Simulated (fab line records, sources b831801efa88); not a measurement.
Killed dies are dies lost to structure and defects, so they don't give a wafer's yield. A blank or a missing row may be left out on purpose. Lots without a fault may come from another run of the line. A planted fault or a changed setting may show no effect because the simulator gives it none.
Chamber matching | flow sky130 | SKY_VIA4_HDPCVD_00 on hdpcvd-01: 3 sister chambers
The step deposits SiO2, target thk 1750 nm, time 291.7 s. 18 wafers are shown with their chamber, then 8 later ones without.

WAFERS WITH THEIR CHAMBER
wafer  | chamber | run_length_s (s) | sih4_flow_sccm (sccm) | pressure_mtorr (mTorr)
L610.1 | 0       | 319.7            | 60.22                 | 5.988
L610.2 | 1       | 319.1            | 60.21                 | 6.002
L610.3 | 2       | 320.3            | 60.00                 | 6.003
L611.2 | 2       | 320.7            | 60.05                 | 5.987
L611.4 | 1       | 318.9            | 59.85                 | 6.002
L611.5 | 2       | 320.7            | 59.80                 | 6.000
L614.2 | 1       | 318.6            | 59.66                 | 6.011
L614.4 | 1       | 318.6            | 59.79                 | 6.006
L614.6 | 2       | 320.0            | 60.43                 | 6.005
L615.1 | 0       | 319.7            | 59.99                 | 6.012
L618.4 | 1       | 318.3            | 59.88                 | 5.990
L629.2 | 1       | 319.2            | 59.90                 | 6.001
L629.5 | 1       | 319.2            | 59.82                 | 6.001
L629.6 | 2       | 320.8            | 60.02                 | 5.976
L630.1 | 2       | 320.4            | 60.17                 | 5.989
L630.5 | 0       | 319.9            | 59.85                 | 5.985
L630.6 | 1       | 318.4            | 59.87                 | 5.994
L631.3 | 1       | 318.8            | 59.88                 | 6.003

SIGNATURES (means of the wafers above)
reading        | chamber 0 | chamber 1 | chamber 2 | scatter within a chamber
run_length_s   | 319.767   | 318.789   | 320.483   | 0.306
sih4_flow_sccm | 60.0200   | 59.8733   | 60.0783   | 0.175
pressure_mtorr | 5.99500   | 6.00111   | 5.99333   | 0.00956
Rule: a wafer's distance from a chamber is the root of the sum, over the readings, of the square of ((its reading less the chamber's mean) divided by the reading's scatter). The wafer belongs to the nearest chamber; if the next one is less than 2 further off, it can't be placed. The scatter: the root of (the sum of the squares of (reading less its chamber's mean) over the shown wafers, divided by (wafers less chambers)).

WAFERS WITHOUT THEIR CHAMBER
wafer  | run_length_s (s) | sih4_flow_sccm (sccm) | pressure_mtorr (mTorr)
L631.4 | 318.8            | 60.17                 | 5.999
L631.5 | 320.5            | 59.70                 | 5.990
L632.1 | 319.1            | 59.89                 | 6.007
L632.2 | 320.0            | 59.84                 | 5.991
L632.4 | 320.6            | 60.23                 | 5.997
L633.2 | 320.6            | 60.08                 | 5.982
L633.4 | 318.4            | 59.79                 | 5.991
L633.6 | 320.3            | 59.94                 | 6.004

WHICH CHAMBER EACH WENT THROUGH
wafer  | from the rows above     | in truth
L631.4 | can't be placed: 1 or 0 | 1
L631.5 | can't be placed: 2 or 0 | 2
L632.1 | can't be placed: 1 or 0 | 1
L632.2 | can't be placed: 0 or 2 | 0
L632.4 | can't be placed: 2 or 0 | 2
L633.2 | can't be placed: 2 or 0 | 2
L633.4 | 1                       | 1
L633.6 | can't be placed: 2 or 0 | 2
Placed correctly: 1 of 8. Can't be placed from these rows: 7 (the true chamber is among the candidates in 7). Placed wrongly: 0.
